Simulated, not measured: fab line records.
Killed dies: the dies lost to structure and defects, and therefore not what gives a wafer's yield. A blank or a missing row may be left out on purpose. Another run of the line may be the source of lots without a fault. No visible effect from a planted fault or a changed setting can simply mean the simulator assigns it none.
Comparing a struck lot with a sound one | flow sky130 | 37 steps out of a route of 708
Sound: the wafers L563.1, L563.2, L563.4. Struck: wafers L574.2, L574.6 (left out: L574.5, a lot-mate that was not struck); the cause follows at the end.
For every step that has rows: the tool of each side, followed by ch and its chambers, followed by its first start. Under that, the readings that differ: sound wafers | struck wafers | difference of the means | sigmas: that difference in standard deviations of wafers without a fault.
alike: readings whose means differ by less than 2 such deviations, and words and numbers that are the same on both sides. not compared: withheld readings, readings that some wafer has no value for, bounds like >300 that may hide the same value, and numbers for which the record gives no deviation and whose values overlap.
The two part at a step that has a row with sigmas, a row that says differs or no value, or rows on one side only. Numbers that have no deviation but don't overlap get no sigmas and don't part them. A reading missing from all wafers of one side parts the sides only when that side holds two or more wafers.

first, 10 steps without rows for these wafers: SKY_VIA2_CLEAN_18 (cleans in IPA, time 180 s); SKY_VIA2_CLEAN_19 (cleans in O3/DIW); SKY_VIA2_SPUTTER_20 (material TiN, target thk 20 nm, time 80 s); SKY_VIA2_CVD_21 (deposits W, target thk 420 nm, time 126.4 s); SKY_VIA2_CMP_24 (polishes, stops on SiO2, t overpolish 20 s, target thk 0 nm); SKY_METAL3_SPUTTER_00 (material Ti, target thk 15 nm, time 10 s); SKY_METAL3_SPUTTER_01 (material TiN, target thk 20 nm, time 16.7 s); SKY_METAL3_SPUTTER_02 (material AlCu, target thk 735 nm, time 39.1 s); SKY_METAL3_SPUTTER_03 (material Ti, target thk 5 nm, time 3.3 s); SKY_METAL3_SPUTTER_04 (material TiN, target thk 70 nm, time 58.3 s).
SKY_CAPM_CVD_00: deposits SiO2, target thk 15.5 nm.
  sound on pecvd-03 ch 1,2, day 39 02:57; struck on pecvd-03 ch 0, day 41 21:59
  alike: heater_power_w
SKY_CAPM_THK_MEAS_01:
  sound on film_metro-02, day 39 02:59; struck on film_metro-01, day 41 22:01
  reading              | sound             | struck      | difference | sigmas
  CAPM_CVD_00_THK (nm) | 15.17 15.42 15.78 | 13.15 13.32 | -2.22      | -10
then, 23 steps without rows for these wafers: SKY_CAPM_SPUTTER_02 (material TiN, target thk 200 nm, time 166.7 s); SKY_CAPM_DEHYDRATE_05 (time 60 s); SKY_CAPM_HMDS_06 (prime time 60 s); SKY_CAPM_COAT_07 (resist thk 1140 nm); SKY_CAPM_SOFTBAKE_08 (time 60 s); SKY_CAPM_EXPOSE_09 (exposes mask CAPM, target cd 1000 nm); SKY_CAPM_PEB_10; SKY_CAPM_DEVELOP_11 (develop time 60 s); SKY_CAPM_METAL_ETCH_13 (etches TiN in Cl2/BCl3, stops on SiO2, target depth 220 nm, time 62.9 s); SKY_CAPM_STRIP_14 (strips in O2/N2); SKY_CAPM_STRIP_15 (strips in post etch residue remover, time 1200 s); SKY_CAPM_CLEAN_16 (cleans in IPA, time 180 s); SKY_CAPM_CLEAN_17 (cleans in O3/DIW); SKY_METAL3_DEHYDRATE_05 (time 60 s); SKY_METAL3_HMDS_06 (prime time 60 s); SKY_METAL3_COAT_07 (resist thk 60 nm); SKY_METAL3_COAT_08 (resist thk 1140 nm); SKY_METAL3_SOFTBAKE_09 (time 90 s); SKY_METAL3_EXPOSE_10 (exposes mask MM3, target cd 300 nm); SKY_METAL3_PEB_11; SKY_METAL3_DEVELOP_12 (develop time 60 s); SKY_METAL3_DESCUM_15 (chemistry O2, time 8 s); SKY_METAL3_ETCH_16 (etches BARC in N2/H2, stops on SiO2, time 88.2 s, target depth 60 nm).
-- the record jumps here: 2 days lie between the struck wafers' starts before and after --
SKY_METAL3_ETCH_17: etches SiO2 in C4F8/O2/Ar, stops on TiN, time 3.9 s, target depth 15 nm.
  sound on rie_diel-04 ch 0,2,3, day 41 05:58; struck on rie_diel-04 ch 0,1, day 43 22:31
  reading               | sound             | struck      | difference | sigmas
  oes_product_au (a.u.) | 0.751 0.750 0.757 | 0.692 0.711 | -0.051     | -7
  alike: chamber_pressure_mTorr
  not compared: rf_hours_counter_h
-- the record jumps here: 6 days lie between the struck wafers' starts before and after (it left off in module METAL3 and takes up again in module PAD_OPEN, whose first step shown is number 708 of the route) --
SKY_PAD_OPEN_PROBE_99:
  sound on prober-01, day 48 02:56; struck on prober-02, day 50 09:21
  reading                                      | sound                      | struck              | difference | sigmas
  model.etest.tester.sort_n_pass               | 420 411 407                | 356 337             | -66        |
  model.etest.tester.sort_yield_pct (%)        | 85.37 83.54 82.72          | 72.36 68.5          | -13.45     |
  model.etest.tester.sort_bin_5_pct (%)        | 8.13 10.98 9.553           | 23.37 24.39         | +14.33     |
  model.etest.cap_mim.c_ff_um2_rim_less_centre | -0.01297 -0.06224 0.008017 | 0.7371 0.7848       | +0.7833    |
  model.etest.tester.sort_bin_8_pct (%)        | 0 0 0                      | 1.061e-07 2.608e-08 | +6.609e-08 |
  alike: defect_limited_yield, killed_at_M0_to_M3, killed_at_M4_up, killed_at_contacts, killed_at_front_end, killed_at_other, killed_dies, killed_open, killed_short
  not compared: model.etest.tester.sort_bin_4_pct

WHERE THEY PART
Last at SKY_METAL3_ETCH_17 as far as this record goes, first at SKY_CAPM_THK_MEAS_01. Later steps at which nothing parts them and some readings are alike: SKY_PAD_OPEN_PROBE_99.

WHY: the cause the simulator had injected
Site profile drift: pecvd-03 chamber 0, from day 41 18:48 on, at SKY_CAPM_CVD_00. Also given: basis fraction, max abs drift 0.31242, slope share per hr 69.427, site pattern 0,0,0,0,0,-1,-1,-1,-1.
